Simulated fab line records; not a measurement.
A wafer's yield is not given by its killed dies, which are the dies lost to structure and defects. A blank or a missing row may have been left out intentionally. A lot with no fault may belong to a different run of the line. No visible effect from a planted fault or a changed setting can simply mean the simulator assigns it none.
8D (eight disciplines) problem report, filled in by code ; flow sky130 ; the parts of the form that need people (team, actions taken, sign-off) are left out

1. WHAT IS WRONG
On 3 wafers of 1 lot, run_length_s at SKY_FIELD_ISO_WET_ETCH_30 has a mean of 56.0 s; fault-free wafers read 78.5 s, standard deviation 2.8. Relative to the usual mean, that is a shift of -8.0 standard deviations.
The step: etches SiO2 in dHF, target depth 25 nm, time 50 s.
The first sign was on wafer L175.4 at day 6 01:28, on wet_bench-01. The record holds 15 wafers of 5 lots with a number at this step. Rule for "out", or "out of limits": more than 4 standard deviations from the usual mean. All remaining wafers that have a number are taken as sound.

2. WHAT IT IS AND WHAT IT IS NOT
question;is;is not
which readings at this step;run_length_s;-
which lots;L175;L164, L169, L176, L181
which wafers of those lots;all that have a number;-
read on which tools;wet_bench-01;wet_bench-03
when;from day 6 01:28;"up to then (6 sound wafers); but 6 sound wafers of L176, L181 came after"

3. SUSPECTS, AND WHAT RULES EACH OUT
Counting: a tool at any process step up to the reading remains a suspect when it ran all the lots that are out and ran no sound lot after the first of those.
- cmp-01 at SKY_FIELD_ISO_CMP_27 (polishes, stops on Si3N4, t overpolish 16 s, target thk 457.8 nm): ruled out as a lasting fault. After its first lot that is out, L175 (day 6 00:41), sound lots L176 ran on it.
- wet_bench-01 at SKY_FIELD_ISO_WET_ETCH_30 (etches SiO2 in dHF, target depth 25 nm, time 50 s): kept. It ran the lot that is out, L175 (day 6 01:28), and no sound lot after that; its last sound lot up to then is L169 (day 4 20:47). Out on those wafers are its own readings of run_length_s.
Left after counting: wet_bench-01 at SKY_FIELD_ISO_WET_ETCH_30.

4. THE CAUSE (what the simulator had put in)
wet_bench-01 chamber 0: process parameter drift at SKY_FIELD_ISO_WET_ETCH_30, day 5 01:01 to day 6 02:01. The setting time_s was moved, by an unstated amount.
The count eliminated every tool but this one.

5. THE CHAIN OF EFFECTS, in route order
One row per reading whose mean, taken over the struck wafers that have a number, lies over 3 standard deviations from the usual. Readings are gone through only where the record gives a usual standard deviation; hours: the median, over the lots, of the time from a lot's start at the first step in this table giving one to that lot's start at this step; sigmas: the change measured in usual standard deviations.
hours;step;reading;usual;on struck wafers;change;sigmas
0;SKY_FIELD_ISO_WET_ETCH_30;run_length_s;78.5 s;56.0;-22.5;-8.0
It contains these process steps:
- SKY_FIELD_ISO_WET_ETCH_30: etches SiO2 in dHF, target depth 25 nm, time 50 s.
At these later measuring or inspecting steps, every struck wafer for which the step has a row has a number for every such reading, and none has moved that far: SKY_NWELL_THK_MEAS_02, SKY_DNWELL_TW_MEAS_09, SKY_PWDE_OVL_MEAS_07, SKY_PWDE_TW_MEAS_10.

6. WHAT WOULD HAVE CAUGHT IT SOONER
First out-of-limits reading in this record: day 6 01:28, which is 24 hours after fault onset at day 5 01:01.
